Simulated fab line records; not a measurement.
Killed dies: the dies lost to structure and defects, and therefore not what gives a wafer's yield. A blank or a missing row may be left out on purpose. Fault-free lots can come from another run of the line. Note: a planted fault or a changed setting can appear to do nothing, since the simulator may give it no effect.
Which tool is to blame? | flow sky130 | 24 lots with 72 wafers sampled at 6 steps, on a route of 708 steps

== WHAT THE GAUGES READ, wafer by wafer ==
SKY_VIA2_CD_MEAS_12 targets a cd of 200 nm.
lot  | measured     | on        | cd_nm (nm)
L074 | day 37 06:54 | cd_sem-02 | 199.9 200.2 198.9
L075 | day 37 09:10 | cd_sem-01 | 200.2 200.1 201.0
L077 | day 37 09:35 | cd_sem-01 | 199.7 199.1 198.6
L076 | day 37 11:32 | cd_sem-02 | 197.3 198.7 198.1
L078 | day 39 06:29 | cd_sem-01 | 200.6 198.5 202.0
L079 | day 39 06:43 | cd_sem-02 | 203.0 203.1 202.0
L080 | day 39 07:58 | cd_sem-02 | 198.4 199.1 198.9
L081 | day 39 08:19 | cd_sem-02 | 199.6 201.1 200.0
L082 | day 39 09:58 | cd_sem-01 | 200.1 199.8 198.5
L084 | day 39 16:02 | cd_sem-01 | 199.8 198.8 199.5
L083 | day 39 19:11 | cd_sem-02 | 200.0 199.2 199.6
L085 | day 39 19:49 | cd_sem-01 | 198.7 198.5 197.7
L086 | day 39 20:10 | cd_sem-01 | 200.3 198.9 199.3
L087 | day 40 06:20 | cd_sem-01 | 196.9 197.7 195.8
L088 | day 40 17:26 | cd_sem-01 | 199.4 198.8 197.1
L089 | day 40 18:35 | cd_sem-02 | 200.1 197.9 199.5
L090 | day 41 09:52 | cd_sem-01 | 202.0 202.8 201.5
L091 | day 41 13:16 | cd_sem-02 | 200.8 199.6 199.8
L092 | day 41 17:11 | cd_sem-01 | 199.6 200.1 199.6
L093 | day 42 07:40 | cd_sem-02 | 197.8 198.0 197.6
L094 | day 42 10:08 | cd_sem-01 | 199.9 198.4 199.1
L095 | day 42 19:37 | cd_sem-02 | 199.6 200.7 199.8
L096 | day 42 22:25 | cd_sem-02 | 203.2 201.8 202.9
L097 | day 43 05:02 | cd_sem-01 | 199.2 199.3 198.3

SKY_VIA2_THK_MEAS_23: measures by xrf.
lot  | measured     | on            | VIA2_W_THK (nm)
L074 | day 37 08:05 | film_metro-01 | 432 437 428
L075 | day 37 10:20 | film_metro-02 | 415 420 412
L077 | day 37 10:45 | film_metro-02 | 419 423 413
L076 | day 37 12:50 | film_metro-01 | 427 429 426
L078 | day 39 07:40 | film_metro-04 | 422 424 434
L079 | day 39 07:54 | film_metro-04 | 416 413 416
L080 | day 39 09:08 | film_metro-01 | 424 425 425
L081 | day 39 09:33 | film_metro-01 | 424 422 420
L082 | day 39 11:08 | film_metro-04 | 431 422 428
L084 | day 39 17:12 | film_metro-01 | 438 432 421
L083 | day 39 20:21 | film_metro-02 | 426 423 425
L085 | day 39 20:59 | film_metro-04 | 416 428 424
L086 | day 39 21:19 | film_metro-02 | 424 429 420
L087 | day 40 07:30 | film_metro-02 | 425 425 431
L088 | day 40 18:36 | film_metro-04 | 426 419 423
L089 | day 40 19:47 | film_metro-04 | 431 422 431
L090 | day 41 11:06 | film_metro-01 | 427 431 427
L091 | day 41 14:31 | film_metro-01 | 423 422 424
L092 | day 41 18:22 | film_metro-01 | 429 426 421
L093 | day 42 09:16 | film_metro-02 | 423 425 426
L094 | day 42 11:46 | film_metro-04 | 416 413 411
L095 | day 42 20:49 | film_metro-04 | 416 411 415
L096 | day 42 23:37 | film_metro-01 | 432 431 419
L097 | day 43 06:11 | film_metro-01 | 428 426 430

SKY_VIA3_OVL_MEAS_13.
lot  | measured     | on         | VIA3_OVL (nm)
L074 | day 40 14:45 | overlay-02 | 7 10 7
L075 | day 40 15:44 | overlay-01 | 0 -4 1
L077 | day 40 16:19 | overlay-02 | 4 8 4
L076 | day 40 17:47 | overlay-01 | 4 5 6
L078 | day 42 10:53 | overlay-02 | 4 6 -8
L079 | day 42 10:56 | overlay-01 | -6 3 -2
L080 | day 42 14:08 | overlay-02 | 1 5 4
L081 | day 42 12:59 | overlay-02 | 7 5 0
L082 | day 42 14:29 | overlay-01 | 5 5 2
L084 | day 42 19:41 | overlay-02 | -3 1 -3
L083 | day 42 22:08 | overlay-01 | 7 11 11
L085 | day 42 23:17 | overlay-02 | 7 -4 -2
L086 | day 43 00:26 | overlay-01 | 2 4 9
L087 | day 43 09:29 | overlay-02 | -7 -9 -4
L088 | day 43 18:44 | overlay-01 | -3 4 6
L089 | day 43 19:57 | overlay-01 | -2 3 -2
L090 | day 44 10:05 | overlay-02 | -10 -3 -6
L091 | day 44 13:05 | overlay-02 | 3 1 1
L092 | day 44 17:35 | overlay-01 | 10 -2 12
L093 | day 45 06:26 | overlay-01 | 0 3 4
L094 | day 45 09:56 | overlay-01 | 7 0 4
L095 | day 45 19:14 | overlay-01 | -5 -6 -1
L096 | day 45 20:20 | overlay-01 | 10 7 4
L097 | day 46 02:12 | overlay-02 | 6 0 4

SKY_VIA3_THK_MEAS_23: measures by xrf.
lot  | measured     | on            | VIA3_W_THK (nm)
L074 | day 40 15:49 | film_metro-02 | 399 392 389
L075 | day 40 16:47 | film_metro-04 | 399 395 394
L077 | day 40 17:22 | film_metro-04 | 404 402 397
L076 | day 40 18:50 | film_metro-03 | 398 391 396
L078 | day 42 11:55 | film_metro-02 | 394 390 397
L079 | day 42 12:10 | film_metro-02 | 390 383 388
L080 | day 42 15:11 | film_metro-04 | 395 390 394
L081 | day 42 14:01 | film_metro-02 | 388 393 389
L082 | day 42 15:31 | film_metro-03 | 389 382 383
L084 | day 42 20:43 | film_metro-03 | 391 390 390
L083 | day 42 23:12 | film_metro-02 | 388 383 390
L085 | day 43 00:19 | film_metro-03 | 392 396 389
L086 | day 43 01:29 | film_metro-04 | 392 403 389
L087 | day 43 10:31 | film_metro-02 | 395 390 397
L088 | day 43 19:52 | film_metro-03 | 396 390 390
L089 | day 43 20:59 | film_metro-04 | 394 397 398
L090 | day 44 11:07 | film_metro-02 | 395 384 396
L091 | day 44 14:08 | film_metro-02 | 398 389 393
L092 | day 44 18:47 | film_metro-04 | 385 386 393
L093 | day 45 07:28 | film_metro-02 | 390 394 385
L094 | day 45 11:02 | film_metro-04 | 396 399 390
L095 | day 45 20:16 | film_metro-03 | 384 392 387
L096 | day 45 21:23 | film_metro-04 | 393 388 392
L097 | day 46 03:19 | film_metro-03 | 396 395 397

== WHAT TOOL EACH LOT RAN ON (gives the tool, then ch and the chambers of the sampled wafers, and finally the start) ==
lot  | SKY_METAL3_SPUTTER_00        | SKY_METAL3_SPUTTER_04
L074 | pvd_sputter-04, day 37 08:26 | pvd_sputter-04, day 37 08:32
L075 | pvd_sputter-04, day 37 10:41 | pvd_sputter-04, day 37 10:48
L077 | pvd_sputter-01, day 37 11:05 | pvd_sputter-01, day 37 11:11
L076 | pvd_sputter-01, day 37 13:10 | pvd_sputter-01, day 37 13:16
L078 | pvd_sputter-04, day 39 08:08 | pvd_sputter-04, day 39 08:14
L079 | pvd_sputter-03, day 39 08:19 | pvd_sputter-03, day 39 08:26
L080 | pvd_sputter-03, day 39 09:30 | pvd_sputter-03, day 39 10:49
L081 | pvd_sputter-01, day 39 10:04 | pvd_sputter-01, day 39 10:10
L082 | pvd_sputter-03, day 39 11:29 | pvd_sputter-03, day 39 11:36
L084 | pvd_sputter-04, day 39 17:33 | pvd_sputter-04, day 39 17:39
L083 | pvd_sputter-04, day 39 20:42 | pvd_sputter-04, day 39 20:48
L085 | pvd_sputter-01, day 39 21:21 | pvd_sputter-01, day 39 21:27
L086 | pvd_sputter-03, day 39 21:39 | pvd_sputter-03, day 39 21:46
L087 | pvd_sputter-03, day 40 07:51 | pvd_sputter-03, day 40 07:58
L088 | pvd_sputter-03, day 40 18:57 | pvd_sputter-03, day 40 19:03
L089 | pvd_sputter-04, day 40 20:08 | pvd_sputter-04, day 40 20:14
L090 | pvd_sputter-03, day 41 11:32 | pvd_sputter-03, day 41 11:38
L091 | pvd_sputter-03, day 41 14:53 | pvd_sputter-03, day 41 14:59
L092 | pvd_sputter-04, day 41 18:43 | pvd_sputter-04, day 41 18:49
L093 | pvd_sputter-01, day 42 09:38 | pvd_sputter-01, day 42 09:44
L094 | pvd_sputter-01, day 42 12:14 | pvd_sputter-01, day 42 12:20
L095 | pvd_sputter-04, day 42 21:55 | pvd_sputter-04, day 42 22:01
L096 | pvd_sputter-04, day 42 23:59 | pvd_sputter-04, day 43 00:05
L097 | pvd_sputter-01, day 43 06:32 | pvd_sputter-01, day 43 06:38
- SKY_METAL3_SPUTTER_00: material Ti, target thk 15 nm, time 10 s.
- SKY_METAL3_SPUTTER_04: material TiN, target thk 70 nm, time 58.3 s.

== AS READ BY THE TOOLS THEMSELVES (means over the sampled wafers that have a number; for cases with no such wafer, the mark the record gives instead) ==
SKY_METAL3_SPUTTER_00.
lot  | tool           | throttle_valve_pct (%)
L074 | pvd_sputter-04 | 29.4
L075 | pvd_sputter-04 | 30.8
L077 | pvd_sputter-01 | 29.9
L076 | pvd_sputter-01 | 30.2
L078 | pvd_sputter-04 | 30.7
L079 | pvd_sputter-03 | 30.0
L080 | pvd_sputter-03 | 29.7
L081 | pvd_sputter-01 | 30.3
L082 | pvd_sputter-03 | 30.6
L084 | pvd_sputter-04 | 30.0
L083 | pvd_sputter-04 | 30.4
L085 | pvd_sputter-01 | 30.0
L086 | pvd_sputter-03 | 30.5
L087 | pvd_sputter-03 | 30.0
L088 | pvd_sputter-03 | 30.3
L089 | pvd_sputter-04 | 30.3
L090 | pvd_sputter-03 | 29.6
L091 | pvd_sputter-03 | 29.8
L092 | pvd_sputter-04 | 30.2
L093 | pvd_sputter-01 | 30.6
L094 | pvd_sputter-01 | 30.7
L095 | pvd_sputter-04 | 31.2
L096 | pvd_sputter-04 | 30.0
L097 | pvd_sputter-01 | 30.0

SKY_METAL3_SPUTTER_04.
lot  | tool           | throttle_valve_pct (%)
L074 | pvd_sputter-04 | 29.3
L075 | pvd_sputter-04 | 31.0
L077 | pvd_sputter-01 | 30.0
L076 | pvd_sputter-01 | 30.0
L078 | pvd_sputter-04 | 30.8
L079 | pvd_sputter-03 | 29.9
L080 | pvd_sputter-03 | 29.9
L081 | pvd_sputter-01 | 30.1
L082 | pvd_sputter-03 | 30.3
L084 | pvd_sputter-04 | 30.2
L083 | pvd_sputter-04 | 30.4
L085 | pvd_sputter-01 | 30.1
L086 | pvd_sputter-03 | 30.5
L087 | pvd_sputter-03 | 29.9
L088 | pvd_sputter-03 | 30.0
L089 | pvd_sputter-04 | 30.5
L090 | pvd_sputter-03 | 29.8
L091 | pvd_sputter-03 | 29.9
L092 | pvd_sputter-04 | 30.3
L093 | pvd_sputter-01 | 30.6
L094 | pvd_sputter-01 | 30.7
L095 | pvd_sputter-04 | 31.3
L096 | pvd_sputter-04 | 30.0
L097 | pvd_sputter-01 | 30.0

== THE ANSWER, worked out from the rows above alone ==
Rule: usual is defined by the lots themselves. The widest of any qualifying gaps counts: lots, ordered by their means at a reading, are off when they make up no more than a third of the lots, leave a main group of 4 or more, and stand apart from it by 3 or more times the standard deviation of that group's means. A main group is skipped when, at the precision printed for the reading in the tables above, its means are all equal. A lot without any number at a reading at which 4 lots or more have one is off too. All remaining lots with rows at the step are treated as sound. After the gauges, taken in route order, come the tools' own readings; for these a lot's mean is taken, as printed above. The first step at which some lot is off is used, and at that step the reading that is off furthest; a lot without a number counts as furthest.
Across all readings shown, no lot is off: no conclusion can be drawn from this.

== WHAT WAS PUT IN BY THE SIMULATOR ==
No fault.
